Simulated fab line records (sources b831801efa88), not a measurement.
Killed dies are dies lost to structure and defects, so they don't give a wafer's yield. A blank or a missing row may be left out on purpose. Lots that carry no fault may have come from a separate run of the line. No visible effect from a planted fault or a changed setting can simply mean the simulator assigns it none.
Struck lot and sound lot, side by side :: flow sky130 :: 15 out of 708 route steps
Sound: these wafers, L479.2, L479.3, L479.5. Struck: wafer L484.1 (left out: L484.3, L484.5 of the same lot, which were not struck); the cause appears at the end.
Order at every step that has rows: each side's tool, ch and its chambers, its first start. Under that, the readings that differ: sound wafers :: struck wafers :: difference of the means :: sigmas: that difference in standard deviations of wafers without a fault.
alike: readings with means less than 2 such deviations apart, plus words and numbers identical on both sides. not compared: withheld readings, readings lacking a value on some wafer, bounds such as >300 that could conceal the same value, and numbers that have no deviation in the record and whose values overlap.
Wherever a step has rows on one side only, a row that says differs or no value, or a row with sigmas, the two part there. Numbers that don't overlap but have no deviation are shown without sigmas and don't part them. A reading that every wafer of one side lacks parts them only if that side has two wafers or more.

first, 3 steps without rows for these wafers: SKY_CONTACT_EXPOSE_11 (exposes mask CTM1, target cd 170 nm); SKY_CONTACT_PEB_12; SKY_CONTACT_DEVELOP_13 (develop time 60 s).
SKY_CONTACT_CD_MEAS_14 targets a cd of 170 nm.
  sound: cd-sem-02 at day 32 13:22; struck: cd-sem-02 at day 33 23:15
  alike: cd-nm
SKY_CONTACT_OVL_MEAS_15:
  sound: overlay-01 at day 32 13:29; struck: overlay-02 at day 33 23:22
  alike: CONTACT_OVL
SKY_CONTACT_ETCH_16: etches BARC in N2/H2, stops on SiO2, time 45.9 s, target depth 60 nm.
  sound on rie-diel-02 ch 0,1,3, day 32 13:31; struck on rie-diel-01 ch 1, day 33 23:25
  alike: drypump-motor-current-A, oes-product-au, throttle-valve-pct
  not compared: rf-hours-counter-h
SKY_CONTACT_ETCH_17: etches SiO2 in C4F8/O2/Ar, stops on Si3N4, target depth 340 nm.
  sound on rie-diel-02 ch 0,1,3, day 32 13:33; struck on rie-diel-01 ch 1, day 33 23:27
  alike: oes-product-au
SKY_CONTACT_ETCH_18: etches Si3N4 in CHF3/O2, stops on TiN, time 39 s, target depth 75 nm.
  sound on rie-diel-02 ch 0,1,3; struck on rie-diel-01 ch 1
  alike: drypump-motor-current-A, oes-product-au, throttle-valve-pct
  not compared: rf-hours-counter-h
SKY_CONTACT_STRIP_19: strips in O2/N2.
  sound on plasma-asher-04 ch 0,1, day 32 13:38; struck on plasma-asher-04 ch 1, day 33 23:32
  alike: drypump-motor-current-A, oes-product-au, strip-time-to-endpoint-s
  not compared: rf-hours-counter-h
then, 3 steps without rows for these wafers: SKY_CONTACT_STRIP_20 (strips in post etch residue remover, time 1200 s); SKY_CONTACT_CLEAN_21 (cleans in IPA, time 180 s); SKY_CONTACT_CLEAN_22 (cleans in O3/DIW).
SKY_CONTACT_SPUTTER_23: material TiN, target thk 20 nm, time 80 s.
  sound: pvd-sputter-01 at day 32 14:14; struck: pvd-sputter-02 at day 34 00:08
reading: model.TiN_of_CONTACT_SPUTTER_23.thk-nm (nm)
sound: 20 20.56 20.5
struck: 22.13
difference: +1.78
sigmas: 
  alike: throttle-valve-pct
SKY_CONTACT_CVD_24: deposits W, target thk 340 nm, time 102.12 s.
  sound on cvd-w-01 ch 0,1, day 32 14:17; struck on cvd-w-01 ch 0, day 34 00:11
  alike: chamber-pressure-Torr, heater-power-w, susceptor-temp-C
SKY_PAD_OPEN_PROBE_99:
  the record has rows for the sound wafers here (prober-02, day 46 10:13) and none for the struck ones

## WHERE THEY PART
Within this record, at SKY_PAD_OPEN_PROBE_99 only.

WHY: what had been put in by the simulator
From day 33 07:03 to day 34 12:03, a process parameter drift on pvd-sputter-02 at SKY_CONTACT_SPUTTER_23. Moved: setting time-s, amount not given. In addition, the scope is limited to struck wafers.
